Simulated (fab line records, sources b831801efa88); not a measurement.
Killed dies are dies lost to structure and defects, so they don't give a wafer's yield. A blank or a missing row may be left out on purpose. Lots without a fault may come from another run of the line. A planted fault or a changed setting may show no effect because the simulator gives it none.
fab line records | flow sky130
record lots=11 wafers=33 last_day=51
route steps=708 shown LI_CONTACT@378 LOCAL_INTERCONNECT@398 METAL1@438 VIA1@459 PAD_OPEN@708
lots that met no fault: from a run of the same line without faults
start_h: hours from the record's first day to the start of the lot's first wafer shown | wait_h: hours since the lot's step before | " the same as in the row above | L1.1+2: a row that stands for several wafers | - no value, or no start given | * or withheld: withheld | < > ~ a bound
route shown NAME@n: a module of which the file shows steps, and the number in the route of the first | usual: mean/standard deviation of fault-free wafers | same: alike in all rows | chamber/n: place in a boat | sites: the reading at each site | _std_site: their standard deviation | _edge_site: outer sites' mean less inner sites' | radius_mm: how far each site lies from the wafer's centre | mask NAME#n: copy n | behind: the tool/chamber that last shaped the wafer | hold: why the lot was held/for how many hours/how that ended | device: the transistor (n, p or np) that didn't switch | end of line: the same wafers' tests at the end of the route | a step without rows: its recipe alone | killed: dies lost to structure and defects at the first sort, not the wafer's yield | map: a wafer's dies, x killed, . not, _ none there
set.NAME: the setting as run; set.NAME@STEP: as run at that earlier step | model.NAME: the simulator's own value behind a step, which no gauge read
steps of the route over a sample of lots; a table a step, a row a wafer
services: from which hour (start_h, from the record's first day; less than 0 if before it) a tool's chamber was out of use, for how many hours, and why
## steps
# step SKY_LI_CONTACT_STRIP_16
# recipe chemistry=O2/N2 power_w=1400 pressure_mtorr=1500 platen_temp_c=withheld o2_flow_sccm=3000 n2_flow_sccm=300 overash_fraction=0.5
# usual drypump_motor_current_A=5.4/0.44 oes_product_au=0.376/0.0038 strip_time_to_endpoint_s=3.50/0.038
# columns lot.wafer tool chamber start_h wait_h drypump_motor_current_A oes_product_au rf_hours_counter_h strip_time_to_endpoint_s
L591.1 plasma_asher-02 1 702.80 - 5.6 0.386 59 3.50
L591.2 " 0 " " 5.1 0.377 59 3.51
L591.4 " 1 " " 5.6 0.376 - 3.47
L592.3 plasma_asher-01 0 719.09 - 5.6 0.369 - 3.51
L592.4 " 1 " " 4.8 0.383 - 3.58
L592.5 " 0 " " 5.7 0.364 - 3.52
L594.1 plasma_asher-01 0 722.90 - 5.7 0.382 91 3.51
L594.3 " 0 " " 5.7 0.370 - 3.56
L594.4 " 1 " " 4.9 0.383 - 3.58
L593.3 plasma_asher-01 0 726.07 - 5.7 0.377 - 3.48
L593.4 " 1 " " 4.9 0.379 - 3.51
L593.5 " 1 " " 4.9 0.373 - 3.47
L595.2 plasma_asher-01 1 738.26 - 4.8 0.375 93 3.43
L595.3 " 0 " " 5.7 0.376 - 3.48
L595.6 " 0 " " 5.7 0.379 - 3.48
L597.2 plasma_asher-03 0 750.41 - 6.4 0.381 1 3.51
L597.3 " 1 " " 5.8 0.373 - 3.52
L597.6 " 1 " " 5.8 0.371 - 3.50
L600.1 plasma_asher-01 1 774.46 - 4.8 0.376 96 3.52
L600.2 " 0 " " 5.6 0.379 96 3.50
L600.5 " 1 " " 4.8 0.378 - 3.51
L603.3 plasma_asher-02 0 811.20 - 5.1 0.375 - 3.50
L603.4 " 1 " " 5.6 0.376 - 3.52
L603.6 " 0 " " 5.1 0.377 - 3.51
L609.2 plasma_asher-01 1 857.64 - 4.8 0.380 105 3.47
L609.4 " 0 " " 5.7 0.377 - 3.54
L609.6 " 1 " " 4.8 0.374 - 3.56
L611.1 plasma_asher-01 1 861.46 - 4.8 0.379 105 3.56
L611.2 " 0 " " 5.7 0.379 105 3.50
L611.5 " 0 " " 5.7 0.376 - 3.53
L610.4 plasma_asher-03 1 865.32 - 5.8 0.383 - 3.50
L610.5 " 0 " " 6.4 0.374 - 3.49
L610.6 " 1 " " 5.8 0.382 - 3.53
# step SKY_LOCAL_INTERCONNECT_CD_MEAS_11
# recipe target_cd_nm=170
# usual cd_nm=170.6/1.5
# columns lot.wafer tool chamber start_h wait_h cd_nm
L591.1 cd_sem-02 - 731.93 - 169.3
L591.2 " - " " 169.8
L591.4 " - " " 170.8
L592.3 cd_sem-02 - 748.12 - 173.0
L592.4 " - " " 171.6
L592.5 " - " " 170.9
L594.1 cd_sem-02 - 751.37 - 170.5
L594.3 " - " " 171.3
L594.4 " - " " 169.1
L593.3 cd_sem-02 - 754.71 - 170.4
L593.4 " - " " 171.5
L593.5 " - " " 170.6
L595.2 cd_sem-02 - 767.14 - 170.4
L595.3 " - " " 170.3
L595.6 " - " " 171.1
L597.2 cd_sem-02 - 778.95 - 171.8
L597.3 " - " " 173.4
L597.6 " - " " 172.0
L600.1 cd_sem-02 - 802.67 - 174.4
L600.2 " - " " 171.0
L600.5 " - " " 171.9
L603.3 cd_sem-02 - 838.87 - 168.7
L603.4 " - " " 171.3
L603.6 " - " " 170.7
L609.2 cd_sem-01 - 885.44 - 172.0
L609.4 " - " " 171.7
L609.6 " - " " 170.8
L611.1 cd_sem-02 - 888.83 - 170.3
L611.2 " - " " 170.1
L611.5 " - " " 169.7
L610.4 cd_sem-01 - 892.19 - 171.1
L610.5 " - " " 170.4
L610.6 " - " " 170.1
# step SKY_METAL1_SPUTTER_04
# recipe material=TiN target_thk_nm=70 power_w=6500 time_s=58.3 chamber_pressure_pa=0.4
# usual throttle_valve_pct=30.0/0.92
# columns lot.wafer tool chamber start_h wait_h throttle_valve_pct
L591.1 pvd_sputter-02 - 762.57 0.0 31.0
L591.2 " - " " 28.9
L591.4 " - " " 31.1
L592.3 pvd_sputter-04 - 778.33 0.0 29.7
L592.4 " - " " 30.7
L592.5 " - " " 30.7
L594.1 pvd_sputter-01 - 782.17 0.0 29.9
L594.3 " - " " 29.9
L594.4 " - " " 28.8
L593.3 pvd_sputter-01 - 785.31 0.0 29.5
L593.4 " - " " 31.2
L593.5 " - " " 31.0
L595.2 pvd_sputter-04 - 796.91 0.0 30.6
L595.3 " - " " 29.8
L595.6 " - " " 29.6
L597.2 pvd_sputter-02 - 808.21 0.0 28.7
L597.3 " - " " 30.6
L597.6 " - " " 28.8
L600.1 pvd_sputter-04 - 832.44 0.0 30.9
L600.2 " - " " 30.6
L600.5 " - " " 30.8
L603.3 pvd_sputter-02 - 868.29 0.0 28.7
L603.4 " - " " 31.2
L603.6 " - " " 31.3
L609.2 pvd_sputter-04 - 914.52 0.0 29.8
L609.4 " - " " 29.7
L609.6 " - " " 30.7
L611.1 pvd_sputter-01 - 917.39 0.0 28.6
L611.2 " - " " 29.6
L611.5 " - " " 28.8
L610.4 pvd_sputter-01 - 920.60 0.0 31.0
L610.5 " - " " 28.6
L610.6 " - " " 29.7
# step SKY_METAL1_THK_MEAS_06
# recipe thk_meas_gauge=xrf reads=AlCu_of_METAL1_SPUTTER_02
# usual METAL1_ALCU_THK=249/3.4
# columns lot.wafer tool chamber start_h wait_h METAL1_ALCU_THK[nm]
L591.1 film_metro-03 - 762.74 0.1 247
L591.2 " - " " 248
L591.4 " - " " 249
L592.3 film_metro-04 - 778.51 0.1 251
L592.4 " - " " 255
L592.5 " - " " 253
L594.1 film_metro-02 - 782.34 0.1 246
L594.3 " - " " 243
L594.4 " - " " 243
L593.3 film_metro-02 - 785.50 0.1 250
L593.4 " - " " 249
L593.5 " - " " 251
L595.2 film_metro-02 - 797.08 0.1 251
L595.3 " - " " 252
L595.6 " - " " 252
L597.2 film_metro-04 - 808.38 0.1 243
L597.3 " - " " 245
L597.6 " - " " 249
L600.1 film_metro-03 - 832.61 0.1 251
L600.2 " - " " 246
L600.5 " - " " 249
L603.3 film_metro-04 - 868.48 0.1 252
L603.4 " - " " 255
L603.6 " - " " 252
L609.2 film_metro-03 - 914.70 0.1 249
L609.4 " - " " 250
L609.6 " - " " 262
L611.1 film_metro-04 - 917.56 0.1 249
L611.2 " - " " 249
L611.5 " - " " 247
L610.4 film_metro-03 - 920.78 0.1 253
L610.5 " - " " 253
L610.6 " - " " 252
# step SKY_VIA1_THK_MEAS_01
# recipe reads=SiO2_of_VIA1_HDPCVD_00
# usual VIA1_HDPCVD_THK=1033/11
# columns lot.wafer tool chamber start_h wait_h VIA1_HDPCVD_THK[nm]
L591.1 film_metro-02 - 790.70 0.1 1044
L591.2 " - " " 1025
L591.4 " - " " 1042
L592.3 film_metro-02 - 806.05 0.1 1041
L592.4 " - " " 1017
L592.5 " - " " 1034
L594.1 film_metro-04 - 809.76 0.1 1030
L594.3 " - " " 1039
L594.4 " - " " 1032
L593.3 film_metro-04 - 813.94 0.1 1044
L593.4 " - " " 1035
L593.5 " - " " 1030
L595.2 film_metro-04 - 824.88 0.1 1040
L595.3 " - " " 1028
L595.6 " - " " 1039
L597.2 film_metro-01 - 836.02 0.1 1029
L597.3 " - " " 1034
L597.6 " - " " 1032
L600.1 film_metro-04 - 860.08 0.1 1056
L600.2 " - " " 1045
L600.5 " - " " 1030
L603.3 film_metro-02 - 895.57 0.1 1033
L603.4 " - " " 1038
L603.6 " - " " 1023
L609.2 film_metro-01 - 940.47 0.1 1047
L609.4 " - " " 1041
L609.6 " - " " 1041
L611.1 film_metro-04 - 943.72 0.1 1047
L611.2 " - " " 1019
L611.5 " - " " 1028
L610.4 film_metro-04 - 946.54 0.0 1012
L610.5 " - " " 1013
L610.6 " - " " 1018
# step SKY_PAD_OPEN_PROBE_99
# usual defect_limited_yield=82.2/2.1 killed_at_M0_to_M3=44/7.4 killed_at_M4_up=3.1/1.8 killed_at_contacts=25/6 killed_at_front_end=15/4.4 killed_at_other=0.3/0.49 killed_dies=88/10 killed_open=48/7.4 killed_short=39/6.3 sort_bin_3_pad_short=0.9/0.4 sort_bin_5_function=10.5/1.5 sort_bin_6_memory=6.5/1.3 sort_n_pass=404/10 sort_yield_pct=82.2/2.1
# same gross_dies=492 killed_at_back_side=0 sort_bin_4_leakage[%]=0 sort_bin_8_speed[%]=0
# columns lot.wafer tool chamber start_h wait_h defect_limited_yield[%] killed_at_M0_to_M3 killed_at_M4_up killed_at_contacts killed_at_front_end killed_at_other killed_dies killed_open killed_short sort_bin_3_pad_short[%] sort_bin_5_function[%] sort_bin_6_memory[%] sort_n_pass sort_yield_pct[%]
L595.2 prober-02 - 1124.60 0.1 81.7 46 5 29 10 0 90 46 44 1.4 8.5 8.3 402 81.7
L595.3 prober-02 - 1124.65 0.2 85.2 39 2 23 9 0 73 39 34 1.0 8.7 5.1 419 85.2
L595.6 prober-02 - 1124.80 0.2 84.6 38 2 25 11 0 76 44 32 0.6 9.1 5.7 416 84.6
L600.1 prober-02 - 1152.61 0.1 84.1 40 1 24 13 0 78 42 36 0.6 10.4 4.9 414 84.1
L600.2 prober-02 - 1152.66 0.1 83.3 39 5 30 8 0 82 58 24 1.6 10.4 4.7 410 83.3
L600.5 prober-02 - 1152.81 0.2 82.1 39 4 28 17 0 88 48 39 0.8 10.2 6.9 404 82.1
# killed by level:class
L595.2 VIA1:geometric_particle:open=9 LI_CONTACT:geometric_particle:open=8 CONTACT:geometric_particle:open=8 VIA2:geometric_particle:open=8 METAL2:geometric_particle:short=7 METAL1:geometric_particle:short=6 FIELD_ISO:geometric_particle:short=5 LI_CONTACT:geometric_particle:short=5
L595.3 CONTACT:geometric_particle:open=10 VIA2:geometric_particle:open=7 LI_CONTACT:geometric_particle:open=6 METAL2:geometric_particle:short=6 VIA1:geometric_particle:short=5 VIA1:geometric_particle:open=5 VIA3:geometric_particle:open=5 LOCAL_INTERCONNECT:geometric_particle:short=4
L595.6 VIA2:geometric_particle:open=10 CONTACT:geometric_particle:open=8 VIA1:geometric_particle:open=8 LI_CONTACT:geometric_particle:open=7 METAL2:geometric_particle:short=5 LOCAL_INTERCONNECT:geometric_particle:short=4 CONTACT:geometric_particle:short=4 VIA3:geometric_particle:short=4
L600.1 LI_CONTACT:geometric_particle:open=9 METAL2:geometric_particle:short=9 VIA1:geometric_particle:open=9 CONTACT:geometric_particle:open=6 VIA2:geometric_particle:open=5 CONTACT:geometric_particle:short=4 VIA1:geometric_particle:short=4 VIA3:geometric_particle:open=4
L600.2 VIA1:geometric_particle:open=16 CONTACT:geometric_particle:open=15 LI_CONTACT:geometric_particle:open=9 VIA3:geometric_particle:open=6 CONTACT:geometric_particle:short=4 METAL2:geometric_particle:short=4 METAL1:geometric_particle:short=3 VIA1:geometric_particle:short=3
L600.5 VIA1:geometric_particle:open=18 LOCAL_INTERCONNECT:geometric_particle:short=9 FIELD_ISO:geometric_particle:open=7 CONTACT:geometric_particle:open=7 VIA1:geometric_particle:short=6 LI_CONTACT:geometric_particle:open=5 METAL2:geometric_particle:short=4 POLY_GATE:geometric_particle:short=3
## services
# columns tool chamber start_h hours kind
pvd_sputter-02 - 690.98 2.7 repair
pvd_sputter-04 - 693.51 1.8 repair
plasma_asher-03 - 693.75 2.8 repair
pvd_sputter-04 2 707.49 - consumable_replace:kit
pvd_sputter-04 2 707.49 18.0 scheduled_down
pvd_sputter-04 2 707.49 18.0 vent_cycle
plasma_asher-02 - 712.92 1.5 repair
plasma_asher-03 - 733.75 9.0 pm
plasma_asher-03 0 733.75 9.0 vent_cycle
plasma_asher-03 1 733.75 9.0 vent_cycle
plasma_asher-03 0 742.75 - clean
plasma_asher-03 1 742.75 - clean
pvd_sputter-02 1 807.30 - consumable_replace:kit
pvd_sputter-02 1 807.30 18.0 scheduled_down
pvd_sputter-02 1 807.30 18.0 vent_cycle
pvd_sputter-02 - 828.43 2.8 repair
pvd_sputter-02 - 835.56 3.0 repair
pvd_sputter-04 1 839.92 - consumable_replace:kit
pvd_sputter-04 1 839.92 18.0 scheduled_down
pvd_sputter-04 1 839.92 18.0 vent_cycle
pvd_sputter-01 - 865.98 2.0 repair
pvd_sputter-01 0 911.07 - consumable_replace:kit
pvd_sputter-01 0 911.07 18.0 scheduled_down
pvd_sputter-01 0 911.07 18.0 vent_cycle
## key
first_sign step=SKY_METAL1_THK_MEAS_06 reading=METAL1_ALCU_THK direction=up sigmas=3.7 usual=249 struck=262
effect none on later readings
met_at SKY_METAL1_SPUTTER_04
struck_lots L609
struck_wafers L609.6
not_acting_at SKY_LI_CONTACT_STRIP_16,SKY_LOCAL_INTERCONNECT_CD_MEAS_11,SKY_VIA1_THK_MEAS_01
onset_between 832.44 914.52
fault kind=process_parameter_drift tool=pvd_sputter-04 chamber=- onset_h=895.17 steps=SKY_METAL1_SPUTTER_04 channel=target_thk_nm offset=-17.174 shape=step end_h=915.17 acts_in=these_recipes_only stated=70 scope=struck_wafers_only
